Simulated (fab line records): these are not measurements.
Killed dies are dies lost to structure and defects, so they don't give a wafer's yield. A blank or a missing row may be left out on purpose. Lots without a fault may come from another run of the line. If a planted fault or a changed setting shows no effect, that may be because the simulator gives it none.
Struck lot and sound lot, side by side + flow sky130 + 35 out of 708 route steps
Sound: wafers L558.3, L558.5, L558.6. Struck: wafer L570.2 (left out: L570.1, L570.6 of the same lot, which were not struck); the cause appears at the end.
Per side, at each step with rows, come the tool, then ch with its chambers, and then its first start. Under that, the readings that differ: sound wafers + struck wafers + difference of the means + sigmas: that difference in standard deviations of wafers without a fault.
alike: readings with means less than 2 such deviations apart, plus words and numbers identical on both sides. not compared: withheld readings, readings lacking a value on some wafer, bounds such as >300 that could conceal the same value, and numbers that have no deviation in the record and whose values overlap.
A row with sigmas, a row that says differs or no value, or rows on one side alone: a step with any of these is where the two part. Numbers that don't overlap but have no deviation are shown without sigmas and don't part them. Lack of a reading on every wafer of one side parts them only where that side has two or more wafers.

first, 6 steps without rows for these wafers: SKY_METAL5_HMDS_08 (prime time 60 s); SKY_METAL5_COAT_09 (resist thk 1800 nm); SKY_METAL5_SOFTBAKE_10 (time 60 s); SKY_METAL5_EXPOSE_11 (exposes mask MM5, target cd 1600 nm); SKY_METAL5_PEB_12; SKY_METAL5_DEVELOP_13 (develop time 60 s).
SKY_METAL5_DESCUM_14: chemistry O2, time 11 s.
  sound on rie-metal-02 ch 0,1, day 44 13:53; struck on rie-metal-04 ch 0, day 47 07:56
| reading                | sound | struck | difference                   | sigmas |
|------------------------|-------|--------|------------------------------|--------|
| rf-hours-counter-h (h) | - - - | 20     | no value on the sound wafers |        |
  alike: drypump-motor-current-A, oes-product-au, temp-c
SKY_METAL5_METAL_ETCH_15: etches the open film in Cl2/BCl3, stops on SiO2, target depth 1260 nm, time 252 s.
  sound on rie-metal-02 ch 0,1, day 44 13:59; struck on rie-metal-04 ch 0, day 47 07:58
| reading                | sound                | struck | difference                   | sigmas |
|------------------------|----------------------|--------|------------------------------|--------|
| rf-hours-counter-h (h) | - - -                | 20     | no value on the sound wafers |        |
| throttle-valve-pct (%) | 22.253 22.243 22.262 | 22.273 | +0.020                       | +2     |
  alike: drypump-motor-current-A, oes-product-au
SKY_METAL5_STRIP_16: strips in O2/N2.
  sound on plasma-asher-01 ch 0,1, day 44 14:10; struck on plasma-asher-03 ch 1, day 47 08:12
| reading                | sound | struck | difference                   | sigmas |
|------------------------|-------|--------|------------------------------|--------|
| rf-hours-counter-h (h) | - - - | 5      | no value on the sound wafers |        |
  alike: drypump-motor-current-A, n2-flow-sccm, oes-product-au, strip-time-to-endpoint-s
then, 3 steps without rows for these wafers: SKY_METAL5_STRIP_17 (strips in post etch residue remover, time 1200 s); SKY_METAL5_CLEAN_18 (cleans in IPA, time 180 s); SKY_METAL5_CLEAN_19 (cleans in O3/DIW).
SKY_PASSIVATION_CVD_00: deposits SiO2, target thk 90 nm.
  sound on pecvd-01 ch 0,2, day 44 14:47; struck on pecvd-02 ch 2, day 47 08:47
| reading                                      | sound             | struck | difference | sigmas |
|----------------------------------------------|-------------------|--------|------------|--------|
| heater-power-w (W)                           | 472 475 665       | 729    | +192       | +3     |
| model.SiO2_of_PASSIVATION_CVD_00.thk-nm (nm) | 91.67 91.67 92.03 | 39.18  | -52.61     |        |
SKY_PASSIVATION_THK_MEAS_01:
  sound on film-metro-02, day 44 14:49; struck on film-metro-02, day 47 08:49
| reading                     | sound          | struck | difference | sigmas |
|-----------------------------|----------------|--------|------------|--------|
| PASSIVATION_CVD_00_THK (nm) | 91.7 91.7 92.1 | 39.1   | -52.7      | -53    |
SKY_PASSIVATION_CVD_02: deposits Si3N4, target thk 540 nm.
  sound on pecvd-02 ch 0, day 44 15:05; struck on pecvd-01 ch 0, day 47 08:52
  alike: heater-power-w
SKY_PASSIVATION_THK_MEAS_03:
  sound on film-metro-01, day 44 15:34; struck on film-metro-02, day 47 09:06
  alike: PASSIVATION_CVD_02_THK
then, 7 steps without rows for these wafers: SKY_PASSIVATION_DEHYDRATE_04 (time 60 s); SKY_PASSIVATION_HMDS_05 (prime time 60 s); SKY_PASSIVATION_COAT_06 (resist thk 3000 nm); SKY_PASSIVATION_SOFTBAKE_07; SKY_PASSIVATION_EXPOSE_08 (exposes mask NSM, target cd 3000 nm); SKY_PASSIVATION_PEB_09; SKY_PASSIVATION_DEVELOP_10 (develop time 60 s).
SKY_PASSIVATION_ETCH_11: etches the open film in CF4/O2, stops on AlCu, target depth 725 nm, time 161.1 s.
  sound on rie-diel-01 ch 0,2,3, day 45 13:00; struck on rie-diel-01 ch 3, day 48 04:33
| reading                                 | sound             | struck | difference | sigmas |
|-----------------------------------------|-------------------|--------|------------|--------|
| oes-product-au (a.u.)                   | 0.967 0.976 0.987 | 0.930  | -0.047     | -7     |
| model.etch.depth-nm (nm)                | 704.5 702.4 712.3 | 645.7  | -60.7      |        |
| model.PASSIVATION.feature-depth-nm (nm) | 704.5 702.4 712.3 | 645.7  | -60.7      |        |
  alike: drypump-motor-current-A, throttle-valve-pct
  not compared: rf-hours-counter-h
SKY_PASSIVATION_STRIP_12: strips in O2/N2.
  sound on plasma-asher-03 ch 0,1, day 45 13:08; struck on plasma-asher-03 ch 0, day 48 04:39
| reading                      | sound             | struck | difference                   | sigmas |
|------------------------------|-------------------|--------|------------------------------|--------|
| rf-hours-counter-h (h)       | - - -             | 7      | no value on the sound wafers |        |
| strip-time-to-endpoint-s (s) | 31.46 31.58 31.48 | 31.74  | +0.23                        | +2     |
  alike: drypump-motor-current-A, n2-flow-sccm, oes-product-au
then, 7 steps without rows for these wafers: SKY_PAD_OPEN_DEHYDRATE_00 (time 60 s); SKY_PAD_OPEN_HMDS_01 (prime time 60 s); SKY_PAD_OPEN_COAT_02 (resist thk 3000 nm); SKY_PAD_OPEN_SOFTBAKE_03; SKY_PAD_OPEN_EXPOSE_04 (exposes mask PDM, target cd 60000 nm); SKY_PAD_OPEN_PEB_05; SKY_PAD_OPEN_DEVELOP_06 (develop time 60 s).
SKY_PAD_OPEN_ETCH_07: etches the open film in CF4/O2, stops on AlCu, target depth 725 nm, time 161.1 s.
  sound on rie-diel-01 ch 0,2,3, day 46 11:26; struck on rie-diel-01 ch 2, day 48 23:24
| reading                              | sound             | struck | difference | sigmas |
|--------------------------------------|-------------------|--------|------------|--------|
| oes-product-au (a.u.)                | 0.978 0.973 0.984 | 0.933  | -0.045     | -6     |
| model.PAD_OPEN.feature-depth-nm (nm) | 704.5 702.4 712.3 | 645.7  | -60.7      |        |
| model.etch.depth-nm (nm)             | 704.5 702.4 712.3 | 645.7  | -60.7      |        |
  alike: drypump-motor-current-A, throttle-valve-pct
  not compared: rf-hours-counter-h
then, 1 step without rows for these wafers: SKY_PAD_OPEN_STRIP_08 (strips in O2/N2).
SKY_PAD_OPEN_PROBE_99:
  sound on prober-01, day 46 14:17; struck on prober-01, day 49 01:46
  alike: defect-limited-yield, killed_at_M0_to_M3, killed_at_M4_up, killed-at-contacts, killed-at-front-end, killed-at-other, killed-dies, killed-open, killed-short, sort_bin_3_pad_short, sort_bin_5_function, sort_bin_6_memory, sort-n-pass, sort-yield-pct

## WHERE THEY PART
First at SKY_METAL5_DESCUM_14; last, within this record, at SKY_PAD_OPEN_ETCH_07. Later steps at which nothing parts them and some readings are alike: SKY_PAD_OPEN_PROBE_99.

WHY: whatever the simulator had introduced
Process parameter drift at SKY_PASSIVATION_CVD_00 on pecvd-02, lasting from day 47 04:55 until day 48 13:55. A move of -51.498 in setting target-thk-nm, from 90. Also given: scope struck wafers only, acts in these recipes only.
